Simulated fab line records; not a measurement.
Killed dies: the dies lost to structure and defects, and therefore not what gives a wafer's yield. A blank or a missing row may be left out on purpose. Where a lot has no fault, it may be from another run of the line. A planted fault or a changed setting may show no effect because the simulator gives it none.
Matching of chambers + flow sky130 + rie diel-03 running SKY_VIA1_ETCH_15: 4 sister chambers
The step etches SiO2 in C4F8/O2/Ar, stops on TiN, target depth 351 nm, time 54 s. 4 wafers are shown with their chamber, then 11 later ones without.

## WAFERS WITH THEIR CHAMBER
| wafer  | chamber | oes product au (a.u.) |
|--------|---------|-----------------------|
| L082.3 | 1       | 0.974                 |
| L088.2 | 3       | 0.977                 |
| L088.5 | 2       | 0.979                 |
| L091.2 | 0       | 0.974                 |

## WAFERS WITHOUT THEIR CHAMBER
| wafer  | oes product au (a.u.) |
|--------|-----------------------|
| L091.5 | 0.975                 |
| L091.6 | 0.980                 |
| L092.3 | 0.974                 |
| L092.4 | 0.983                 |
| L092.5 | 0.977                 |
| L095.1 | 0.978                 |
| L095.4 | 0.973                 |
| L095.5 | 0.985                 |
| L096.3 | 0.984                 |
| L096.4 | 0.980                 |
| L096.6 | 0.979                 |

## THE CHAMBER EACH PASSED THROUGH
| wafer  | from the rows above               | in truth |
|--------|-----------------------------------|----------|
| L091.5 | can't be placed: 0 or 1 or 3 or 2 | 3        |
| L091.6 | can't be placed: 2 or 3 or 0 or 1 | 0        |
| L092.3 | can't be placed: 0 or 1 or 3 or 2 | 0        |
| L092.4 | can't be placed: 2 or 3 or 0 or 1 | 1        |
| L092.5 | can't be placed: 3 or 2 or 0 or 1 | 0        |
| L095.1 | can't be placed: 2 or 3 or 0 or 1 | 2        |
| L095.4 | can't be placed: 0 or 1 or 3 or 2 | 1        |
| L095.5 | can't be placed: 2 or 3 or 0 or 1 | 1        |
| L096.3 | can't be placed: 2 or 3 or 0 or 1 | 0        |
| L096.4 | can't be placed: 2 or 3 or 0 or 1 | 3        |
| L096.6 | can't be placed: 2 or 3 or 0 or 1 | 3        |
Placed correctly: 0 of 11. Can't be placed from these rows: 11 (the true chamber is among the candidates in 11). Placed wrongly: 0.
How it was worked out, from the rows above alone: a wafer's distance from a chamber is the root of the sum, over the readings, of the square of ((its reading less the chamber's mean) divided by the reading's scatter). The wafer belongs to the nearest chamber; if the next one is less than 2 further off, it can't be placed. A chamber's mean is the mean of its shown wafers. The scatter: root of mean squared gap, hidden wafer to nearest shown wafer, with one shown wafer a chamber.
